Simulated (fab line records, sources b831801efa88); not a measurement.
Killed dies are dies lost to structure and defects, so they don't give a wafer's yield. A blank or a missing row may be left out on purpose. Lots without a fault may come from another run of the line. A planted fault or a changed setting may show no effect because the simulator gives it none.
A struck lot beside a sound one | flow gf180mcu | 14 steps out of a route of 602
Sound: wafers L652.1, L652.2, L652.3. Struck: wafers L645.3, L645.4, L645.5. The cause comes at the end.
At each step with rows: each side's tool, then ch and its chambers, then its first start. Under that, the readings that differ: sound wafers | struck wafers | difference of the means | sigmas: that difference in standard deviations of wafers without a fault.
alike: readings whose means differ by less than 2 such deviations, and words and numbers that are the same on both sides. not compared: withheld readings, readings that some wafer has no value for, bounds like >300 that may hide the same value, and numbers for which the record gives no deviation and whose values overlap.
The two part at a step that has a row with sigmas, a row that says differs or no value, or rows on one side only. Numbers that don't overlap but have no deviation are shown without sigmas and don't part them. A reading that every wafer of one side lacks parts them only if that side has two wafers or more.

first, 2 steps without rows for these wafers: GF_MIM_PEB_17; GF_MIM_DEVELOP_18 (develop time 60 s).
GF_MIM_METAL_ETCH_19: etches the open film in Cl2/BCl3, stops on Si3N4, target depth 324.5 nm, time 54.1 s.
  sound on rie_metal-01 ch 0,1, day 28 15:11; struck on rie_metal-01 ch 0,1, day 26 12:03
  alike: drypump_motor_current_A, oes_product_au, rf_fwd_power_W, throttle_valve_pct
  not compared: rf_hours_counter_h
GF_MIM_STRIP_20: strips in O2/N2.
  sound on plasma_asher-04 ch 0,1, day 28 15:15; struck on plasma_asher-04 ch 0,1, day 26 12:08
  alike: drypump_motor_current_A, heater_power_w, n2_flow_sccm, oes_product_au, strip_time_to_endpoint_s
  not compared: rf_hours_counter_h
then, 8 steps without rows for these wafers: GF_MIM_STRIP_21 (strips in post etch residue remover, time 1200 s); GF_MIM_CLEAN_22 (cleans in DIW); GF_M5_DEHYDRATE_00 (time 60 s); GF_M5_HMDS_01 (prime time 60 s); GF_M5_COAT_02 (resist thk 1000 nm); GF_M5_SOFTBAKE_03 (time 60 s); GF_M5_EXPOSE_04 (exposes mask Metal5, target cd 280 nm); GF_M5_PEB_05 (peb time 90 s).
GF_M5_DEVELOP_06: develop time 60 s.
  sound on litho_track-02 ch 0, day 29 09:58; struck on litho_track-03, day 27 08:46
  no value came back on the struck wafers for chill_plate_temp_C (C), develop_time_s (s); on the sound wafers chill_plate_temp_C (C) reads 23.13 23.05 23.05
  reading                             | sound             | struck          | difference | sigmas
  model.KrF_of_M5_COAT_02.thk_nm (nm) | 984.3 984.4 987.5 | 1005 1001 999.7 | +16        |
GF_M5_CD_MEAS_07: target cd 280 nm.
  sound on cd_sem-01, day 29 10:07; struck on cd_sem-02, day 27 08:54
  reading    | sound             | struck | difference                    | sigmas
  cd_nm (nm) | 279.8 281.3 279.7 | - - -  | no value on the struck wafers |

WHERE THEY PART
First at GF_M5_DEVELOP_06; last, within this record, at GF_M5_CD_MEAS_07.

WHY: what the simulator had put in
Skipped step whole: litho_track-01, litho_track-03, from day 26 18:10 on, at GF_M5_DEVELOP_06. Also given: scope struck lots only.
